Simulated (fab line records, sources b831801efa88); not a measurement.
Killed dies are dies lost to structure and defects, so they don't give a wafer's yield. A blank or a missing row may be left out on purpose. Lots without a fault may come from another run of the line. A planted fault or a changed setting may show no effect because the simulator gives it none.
A struck lot beside a sound one | flow sky130 | 15 steps out of a route of 708
Sound: wafers L671.4, L671.5, L671.6. Struck: wafers L680.3, L680.4, L680.6. The cause comes at the end.
At each step with rows: each side's tool, then ch and its chambers, then its first start. Under that, the readings that differ: sound wafers | struck wafers | difference of the means | sigmas: that difference in standard deviations of wafers without a fault.
alike: readings whose means differ by less than 2 such deviations, and words and numbers that are the same on both sides. not compared: withheld readings, readings that some wafer has no value for, bounds like >300 that may hide the same value, and numbers for which the record gives no deviation and whose values overlap.
The two part at a step that has a row with sigmas, a row that says differs or no value, or rows on one side only. Numbers that don't overlap but have no deviation are shown without sigmas and don't part them. A reading that every wafer of one side lacks parts them only if that side has two wafers or more.

first, 3 steps without rows for these wafers: SKY_CONTACT_EXPOSE_11 (exposes mask CTM1, target cd 170 nm); SKY_CONTACT_PEB_12; SKY_CONTACT_DEVELOP_13 (develop time 60 s).
SKY_CONTACT_CD_MEAS_14: target cd 170 nm.
  sound on cd_sem-01, day 35 04:31; struck on cd_sem-02, day 38 00:21
  alike: cd_nm
SKY_CONTACT_OVL_MEAS_15:
  sound on overlay-01, day 35 04:35; struck on overlay-02, day 38 00:26
  alike: CONTACT_OVL
SKY_CONTACT_ETCH_16: etches BARC in N2/H2, stops on SiO2, time 45.9 s, target depth 60 nm.
  sound on rie_diel-04 ch 1,2, day 35 04:37; struck on rie_diel-02 ch 0,1,3, day 38 00:28
  alike: drypump_motor_current_A, oes_product_au, throttle_valve_pct
  not compared: rf_hours_counter_h
SKY_CONTACT_ETCH_17: etches SiO2 in C4F8/O2/Ar, stops on Si3N4, target depth 340 nm.
  sound on rie_diel-04 ch 1,2, day 35 04:39; struck on rie_diel-02 ch 0,1,3, day 38 00:31
  alike: oes_product_au
SKY_CONTACT_ETCH_18: etches Si3N4 in CHF3/O2, stops on TiN, time 39 s, target depth 75 nm.
  sound on rie_diel-04 ch 1,2; struck on rie_diel-02 ch 0,1,3
  alike: drypump_motor_current_A, oes_product_au, throttle_valve_pct
  not compared: rf_hours_counter_h
SKY_CONTACT_STRIP_19: strips in O2/N2.
  sound on plasma_asher-03 ch 0,1, day 35 04:46; struck on plasma_asher-01 ch 0,1, day 38 00:38
  alike: drypump_motor_current_A, oes_product_au, strip_time_to_endpoint_s
  not compared: rf_hours_counter_h
then, 3 steps without rows for these wafers: SKY_CONTACT_STRIP_20 (strips in post etch residue remover, time 1200 s); SKY_CONTACT_CLEAN_21 (cleans in IPA, time 180 s); SKY_CONTACT_CLEAN_22 (cleans in O3/DIW).
SKY_CONTACT_SPUTTER_23: material TiN, target thk 20 nm, time 80 s.
  sound on pvd_sputter-01, day 35 05:20; struck on pvd_sputter-02, day 38 01:11
  reading                                     | sound             | struck           | difference | sigmas
  model.TiN_of_CONTACT_SPUTTER_23.thk_nm (nm) | 19.97 20.13 20.14 | 32.02 31.95 32.1 | +11.94     |
  alike: throttle_valve_pct
SKY_CONTACT_CVD_24: deposits W, target thk 340 nm, time 102.12 s.
  sound on cvd_w-01 ch 0,1, day 35 05:26; struck on cvd_w-01 ch 0,1, day 38 01:17
  alike: heater_power_w
-- the record jumps here: 12 days lie between the struck wafers' starts before and after (it left off in module CONTACT and takes up again in module PAD_OPEN, whose first step shown is number 708 of the route) --
SKY_PAD_OPEN_PROBE_99:
  sound on prober-02, day 48 14:11; struck on prober-01, day 50 08:01
  alike: killed_at_M0_to_M3, killed_at_M4_up, killed_at_contacts, killed_at_front_end, killed_at_other, killed_dies, killed_open, killed_short

WHERE THEY PART
Nowhere in this record.

WHY: what the simulator had put in
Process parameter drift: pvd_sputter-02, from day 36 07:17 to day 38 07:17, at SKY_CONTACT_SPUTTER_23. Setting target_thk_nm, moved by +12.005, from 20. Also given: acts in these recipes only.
